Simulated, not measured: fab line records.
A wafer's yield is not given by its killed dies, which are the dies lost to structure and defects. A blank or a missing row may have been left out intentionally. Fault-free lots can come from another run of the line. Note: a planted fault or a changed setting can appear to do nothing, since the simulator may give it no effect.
Struck lot and sound lot, side by side -- flow sky130 -- 14 steps out of a route of 708
Sound: the wafers L464.1, L464.2, L464.6. Struck: wafers L478.1, L478.2, L478.6. The cause is given at the end.
For every step that has rows: the tool of each side, followed by ch and its chambers, followed by its first start. Under that, the readings that differ: sound wafers -- struck wafers -- difference of the means -- sigmas: that difference in standard deviations of wafers without a fault.
alike: readings with means less than 2 such deviations apart, plus words and numbers identical on both sides. not compared: withheld readings, readings lacking a value on some wafer, bounds such as >300 that could conceal the same value, and numbers that have no deviation in the record and whose values overlap.
A row with sigmas, a row that says differs or no value, or rows on one side alone: a step with any of these is where the two part. Numbers that don't overlap but have no deviation are shown without sigmas and don't part them. A reading missing from all wafers of one side parts the sides only when that side holds two or more wafers.

first, 1 step without rows for these wafers: SKY_SONOS_ONO_WET_ETCH_16 (etches SiO2 in dHF, target depth 14 nm, time 280 s).
SKY_SONOS_ONO_STRIP_17: strips in O2/N2.
  sound on plasma asher-01 ch 0,1, day 14 00:34; struck on plasma asher-03 ch 0,1, day 18 15:06
  alike: drypump motor current A, oes product au, strip time to endpoint s
  not compared: rf hours counter h
then, 3 steps without rows for these wafers: SKY_SONOS_ONO_WET_ETCH_18 (etches Si3N4 in H3PO4, target depth 15 nm, time 172 s); SKY_GATE_OXIDE_CLEAN_00 (cleans in SC1/SC2, time 150 s); SKY_GATE_OXIDE_OXIDATION_01 (stabilise 600 s, purge 300 s, target thk 10.268 nm).
SKY_GATE_OXIDE_THK_MEAS_02:
  struck on film metro-01, day 18 17:41; sound on film metro-03, day 14 02:35
  alike: GATE_OXIDE_OXIDATION_00_THK
then, 6 steps without rows for these wafers: SKY_GATE_OXIDE_DEHYDRATE_03 (time 60 s); SKY_GATE_OXIDE_HMDS_04 (prime time 60 s); SKY_GATE_OXIDE_COAT_05 (resist thk 1140 nm); SKY_GATE_OXIDE_SOFTBAKE_06 (time 60 s); SKY_GATE_OXIDE_EXPOSE_07 (exposes mask LVOM, target cd 600 nm); SKY_GATE_OXIDE_PEB_08.
SKY_GATE_OXIDE_DEVELOP_09: develop time 60 s.
  struck on litho track-04, day 19 23:11; sound on litho track-03 ch 0, day 15 04:51
  no value came back on the struck wafers for chill plate temp C (C), develop time s (s); on the sound wafers chill plate temp C (C) reads 23.16 22.96 23.07
SKY_GATE_OXIDE_OVL_MEAS_10:
  struck on overlay-02, day 19 23:20; sound on overlay-02, day 15 05:00
reading,sound,struck,difference,sigmas
GATE_OXIDE_OVL (nm),-0.5 -0.4 1.6,- - -,no value on the struck wafers,

## WHERE THEY PART
First at SKY_GATE_OXIDE_DEVELOP_09; last, within this record, at SKY_GATE_OXIDE_OVL_MEAS_10.

WHY: whatever the simulator had introduced
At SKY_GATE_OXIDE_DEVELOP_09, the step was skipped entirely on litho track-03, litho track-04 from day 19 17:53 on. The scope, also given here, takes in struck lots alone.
